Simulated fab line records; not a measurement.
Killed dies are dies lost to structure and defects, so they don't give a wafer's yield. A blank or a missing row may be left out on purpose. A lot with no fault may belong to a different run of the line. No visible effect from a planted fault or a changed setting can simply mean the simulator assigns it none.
The tool behind it: which one? -- flow gf180mcu -- 39 wafers from 13 lots sampled at 3 of the route's 602 steps

== WHAT THE GAUGES READ, wafer by wafer ==
GF_M1_THK_MEAS_06: measures by xrf.
lot,measured,on,M1_ALCU_THK (nm)
L979,day 16 13:12,film-metro-03,446 446 445
L987,day 19 12:17,film-metro-01,451 445 450
L988,day 19 17:28,film-metro-03,446 440 442
L989,day 20 08:22,film-metro-03,448 450 451
L990,day 20 10:58,film-metro-03,440 439 442
L991,day 21 00:35,film-metro-01,444 443 440
L993,day 21 11:59,film-metro-03,437 446 442
L995,day 22 07:12,film-metro-04,448 442 444
L996,day 22 19:13,film-metro-01,449 444 445
L997,day 22 23:46,film-metro-03,441 438 438
L999,day 23 19:17,film-metro-04,447 443 449
L100,day 24 00:13,film-metro-04,441 439 435
L101,day 24 09:07,film-metro-01,434 439 436

GF_V1_THK_MEAS_03.
lot,measured,on,V1_CVD_02_THK (nm)
L979,day 17 12:43,film-metro-02,838 859 850
L987,day 20 13:28,film-metro-01,854 868 858
L988,day 20 18:34,film-metro-03,844 863 858
L989,day 21 09:34,film-metro-01,841 848 847
L990,day 21 12:01,film-metro-01,852 862 868
L991,day 22 01:58,film-metro-02,849 856 866
L993,day 22 12:22,film-metro-01,838 839 843
L995,day 23 06:40,film-metro-03,845 875 861
L996,day 23 19:13,film-metro-03,841 851 852
L997,day 23 23:47,film-metro-01,844 856 852
L999,day 24 18:45,film-metro-02,828 837 844
L100,day 24 23:26,film-metro-03,823 837 840
L101,day 25 07:20,film-metro-02,829 841 855

== EACH LOT AND THE TOOL THAT RAN IT (in order: tool; ch and the chambers of the sampled wafers; start) ==
lot,GF_CONTACT_ETCH_16
L979,"rie-diel-01 ch 0,3, day 16 11:41"
L987,"rie-diel-03 ch 0,1,3, day 19 10:47"
L988,"rie-diel-01 ch 0,1,2, day 19 15:53"
L989,"rie-diel-04 ch 0,1, day 20 06:53"
L990,"rie-diel-03 ch 0,3, day 20 09:29"
L991,"rie-diel-04 ch 1,2,3, day 20 23:05"
L993,"rie-diel-01 ch 0,1,2, day 21 10:29"
L995,"rie-diel-03 ch 1,2,3, day 22 05:43"
L996,"rie-diel-03 ch 0,1, day 22 17:44"
L997,"rie-diel-04 ch 0,2,3, day 22 22:17"
L999,"rie-diel-03 ch 0,1, day 23 17:47"
L100,"rie-diel-03 ch 0,1,2, day 23 22:43"
L101,"rie-diel-01 ch 0,2,3, day 24 07:36"
- GF_CONTACT_ETCH_16: etches BARC in N2/H2.

== WHAT THE TOOLS THEMSELVES READ (means of the sampled wafers that have a number; where no wafer has one, the mark that the record gives instead) ==
GF_CONTACT_ETCH_16.
lot,tool,drypump-motor-current-A (A),oes-product-au (a.u.),rf-fwd-power-W (W),throttle-valve-pct (%)
L979,rie-diel-01,5.8,0.853,491.1,13.214
L987,rie-diel-03,5.6,0.858,493.9,13.229
L988,rie-diel-01,5.6,0.852,494.4,13.215
L989,rie-diel-04,5.6,0.855,495.8,13.221
L990,rie-diel-03,5.8,0.854,493.3,13.234
L991,rie-diel-04,6.1,0.856,493.4,13.217
L993,rie-diel-01,5.7,0.852,494.2,13.221
L995,rie-diel-03,5.6,0.854,495.3,13.238
L996,rie-diel-03,5.8,0.852,493.7,13.220
L997,rie-diel-04,6.0,0.848,493.9,13.223
L999,rie-diel-03,5.8,0.847,492.2,13.221
L100,rie-diel-03,5.7,0.852,495.0,13.231
L101,rie-diel-01,5.9,0.853,493.6,13.223

== THE ANSWER, worked out from the rows above alone ==
Rule: the lots themselves supply what counts as usual. Put in order of their means at a reading, lots are off if they are a third of the lots or fewer, leave a main group of 4 or more, and stand apart from it by a gap of 3 or more times the standard deviation of the main group's means; of several such gaps the widest counts. Not used: any main group whose means are identical at the precision the tables above print for the reading. Also off: a lot with no number at a reading for which 4 or more lots have one. Where the step has rows for the other lots, those lots are counted as sound. First the gauges in route order, then the tools' own readings, where a lot's mean is used as printed above. At the first step where some lot is off, the reading lying furthest off is the one used; lots without a number count as furthest.
Across all readings shown, no lot is off: no conclusion can be drawn from this.

== WHAT THE SIMULATOR PUT IN ==
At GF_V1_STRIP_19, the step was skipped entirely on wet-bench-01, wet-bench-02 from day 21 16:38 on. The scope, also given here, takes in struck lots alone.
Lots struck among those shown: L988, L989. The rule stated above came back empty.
